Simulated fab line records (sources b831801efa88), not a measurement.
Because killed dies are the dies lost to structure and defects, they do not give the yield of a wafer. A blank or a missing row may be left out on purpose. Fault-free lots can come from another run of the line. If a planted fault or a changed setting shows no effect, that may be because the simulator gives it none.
Which tool is to blame?    flow gf180mcu    Sampling: 14 lots, 42 wafers, 4 of 602 route steps

## WHAT EACH GAUGE READ, for each wafer
GF_LVPWELL_OVL_MEAS_07. Usual: LVPWELL_OVL typically reads -0.1 nm, with standard deviation 1.5.
lot   measured     on          LVPWELL_OVL (nm)  flag
L641  day 3 22:02  overlay-01  -2.0 -0.8 -0.7    
L642  day 4 01:23  overlay-01  -0.2 -1.0 -1.4    
L646  day 5 00:39  overlay-02  2.1 2.2 1.6       
L647  day 5 05:05  overlay-02  0.4 -0.3 -0.9     
L648  day 5 12:48  overlay-02  -0.8 -0.5 -1.1    
L650  day 5 21:51  overlay-01  2.7 1.2 0.4       
L651  day 6 04:34  overlay-01  -2.1 -3.7 -1.6    
L652  day 6 11:46  overlay-01  0.0 0.9 0.7       
L654  day 6 23:29  overlay-02  -0.9 0.0 -0.9     
L657  day 7 14:20  overlay-01  3.8 1.7 1.3       
L659  day 8 02:46  overlay-01  - - -             OFF
L660  day 8 09:08  overlay-01  - - -             OFF
L663  day 8 23:45  overlay-02  1.3 -0.2 1.2      
L664  day 9 07:38  overlay-02  0.2 0.8 2.1       

GF_VT_IMPLANT_OVL_MEAS_18. Usual: VT_IMPLANT_01_OVL typically reads -1.3 nm, with standard deviation 1.2.
lot   measured      on          VT_IMPLANT_01_OVL (nm)  flag
L641  day 6 07:45   overlay-01  -3.8 -2.3 -4.0          
L642  day 6 10:47   overlay-01  -0.4 -0.9 -0.8          
L646  day 7 13:59   overlay-01  0.1 -2.1 -1.1           
L647  day 7 17:59   overlay-01  -0.6 0.1 -1.0           
L648  day 8 03:03   overlay-01  -1.3 -1.3 -0.8          
L650  day 8 12:50   overlay-01  -0.4 0.9 -0.5           
L651  day 8 20:42   overlay-01  -2.2 -1.9 -1.6          
L652  day 9 04:39   overlay-01  -0.4 -0.8 -1.5          
L654  day 9 17:50   overlay-01  -0.5 -1.4 -1.3          
L657  day 10 10:29  overlay-01  -1.4 -1.2 -1.6          
L659  day 11 00:34  overlay-01  -1.7 -0.8 -0.5          
L660  day 11 06:49  overlay-01  -3.2 -1.7 -2.5          
L663  day 12 00:45  overlay-01  -0.5 -2.1 0.2           
L664  day 12 09:43  overlay-01  -1.5 -2.3 -1.9          

## EACH LOT AND THE TOOL THAT RAN IT (in order: tool; ch and the chambers of the sampled wafers; start)
lot   GF_LVPWELL_DEVELOP_06            GF_LVPWELL_STRIP_10
L641  lithoTrack-01 ch 0, day 3 21:00  plasmaAsher-02 ch 0,1, day 3 22:22
L642  lithoTrack-01 ch 0, day 4 01:00  plasmaAsher-02 ch 0,1, day 4 01:45
L646  lithoTrack-04 ch 0, day 5 00:00  plasmaAsher-04 ch 0,1, day 5 00:59
L647  lithoTrack-02 ch 0, day 5 04:00  plasmaAsher-03 ch 0,1, day 5 05:25
L648  lithoTrack-04 ch 0, day 5 12:00  plasmaAsher-02 ch 0,1, day 5 13:08
L650  lithoTrack-04 ch 0, day 5 21:00  plasmaAsher-02 ch 0,1, day 5 22:11
L651  lithoTrack-04 ch 0, day 6 04:00  plasmaAsher-03 ch 0,1, day 6 04:55
L652  lithoTrack-04 ch 0, day 6 11:00  plasmaAsher-04 ch 0,1, day 6 12:05
L654  lithoTrack-02 ch 0, day 6 23:00  plasmaAsher-03 ch 0,1, day 6 23:49
L657  lithoTrack-02 ch 0, day 7 14:00  plasmaAsher-03 ch 1, day 7 14:40
L659  lithoTrack-04, day 8 02:00       plasmaAsher-03 ch 0,1, day 8 03:07
L660  lithoTrack-01, day 8 08:00       plasmaAsher-04 ch 0,1, day 8 09:28
L663  lithoTrack-04 ch 0, day 8 23:00  plasmaAsher-03 ch 0,1, day 9 00:05
L664  lithoTrack-02 ch 0, day 9 07:00  plasmaAsher-03 ch 0,1, day 9 07:58
- GF_LVPWELL_DEVELOP_06: develop time 60 s.
- GF_LVPWELL_STRIP_10: strips in O2/N2.

## WHAT THE TOOLS THEMSELVES READ (means of the sampled wafers that have a number; where no wafer has one, the mark that the record gives instead)
GF_LVPWELL_DEVELOP_06. Usual: chillPlateTempC reads 23.00 C (standard deviation 0.1).
lot   tool           chillPlateTempC (C)  flag
L641  lithoTrack-01  23.02                
L642  lithoTrack-01  23.08                
L646  lithoTrack-04  22.95                
L647  lithoTrack-02  22.99                
L648  lithoTrack-04  23.05                
L650  lithoTrack-04  22.93                
L651  lithoTrack-04  23.05                
L652  lithoTrack-04  22.96                
L654  lithoTrack-02  22.91                
L657  lithoTrack-02  23.07                
L659  lithoTrack-04  -                    OFF
L660  lithoTrack-01  -                    OFF
L663  lithoTrack-04  23.01                
L664  lithoTrack-02  22.97                

GF_LVPWELL_STRIP_10. Usual: drypumpMotorCurrentA 5.8 A, standard deviation 0.4; heaterPowerW 312 W, standard deviation 32; oesProductAu 0.722 a.u., standard deviation 0.0046; platenTempC 249.98 C, standard deviation 0.18; stripTimeToEndpointS 36.94 s, standard deviation 0.091.
lot   tool            drypumpMotorCurrentA (A)  heaterPowerW (W)  oesProductAu (a.u.)  platenTempC (C)  stripTimeToEndpointS (s)  flag
L641  plasmaAsher-02  5.5                       327               0.718                250.09           36.98                     
L642  plasmaAsher-02  5.6                       314               0.719                250.02           36.84                     
L646  plasmaAsher-04  6.0                       337               0.722                249.97           36.81                     
L647  plasmaAsher-03  5.9                       289               0.721                249.86           36.89                     
L648  plasmaAsher-02  5.6                       314               0.721                249.92           37.02                     
L650  plasmaAsher-02  5.5                       328               0.722                249.91           36.83                     
L651  plasmaAsher-03  6.0                       283               0.721                250.04           36.87                     
L652  plasmaAsher-04  6.0                       331               0.725                249.91           37.07                     
L654  plasmaAsher-03  5.9                       303               0.725                249.88           36.90                     
L657  plasmaAsher-03  5.7                       323               0.722                250.06           36.88                     
L659  plasmaAsher-03  6.0                       287               0.726                250.05           36.97                     
L660  plasmaAsher-04  5.7                       317               0.724                250.11           36.95                     
L663  plasmaAsher-03  6.0                       284               0.724                249.78           36.92                     
L664  plasmaAsher-03  6.0                       283               0.724                250.05           37.04                     

## THE ANSWER, worked out from the rows above alone
Rule: take the mean of a lot's wafers that have a number; if it is more than 3 standard deviations from the usual mean, the lot is off. Also off: a lot with no number at a reading for which 4 or more lots have one. The other lots that the step has rows for count as sound. First the gauges in route order, then the tools' own readings, where a lot's mean is used as printed above. At the first step where some lot is off, the reading lying furthest off is the one used; lots without a number count as furthest.
Off: L659, L660, seen at GF_LVPWELL_OVL_MEAS_07 (LVPWELL_OVL). Without a number there: L659, L660.
If a tool, at a process step before that reading, ran all the lots that are off and no sound lot after the first of them, it fits. The gauges at GF_LVPWELL_OVL_MEAS_07 aren't tried: what is off there is off at GF_LVPWELL_DEVELOP_06 too, on other tools, and a gauge's error can't cause that. Of those tried, none fits.

## WHAT WAS PUT IN BY THE SIMULATOR
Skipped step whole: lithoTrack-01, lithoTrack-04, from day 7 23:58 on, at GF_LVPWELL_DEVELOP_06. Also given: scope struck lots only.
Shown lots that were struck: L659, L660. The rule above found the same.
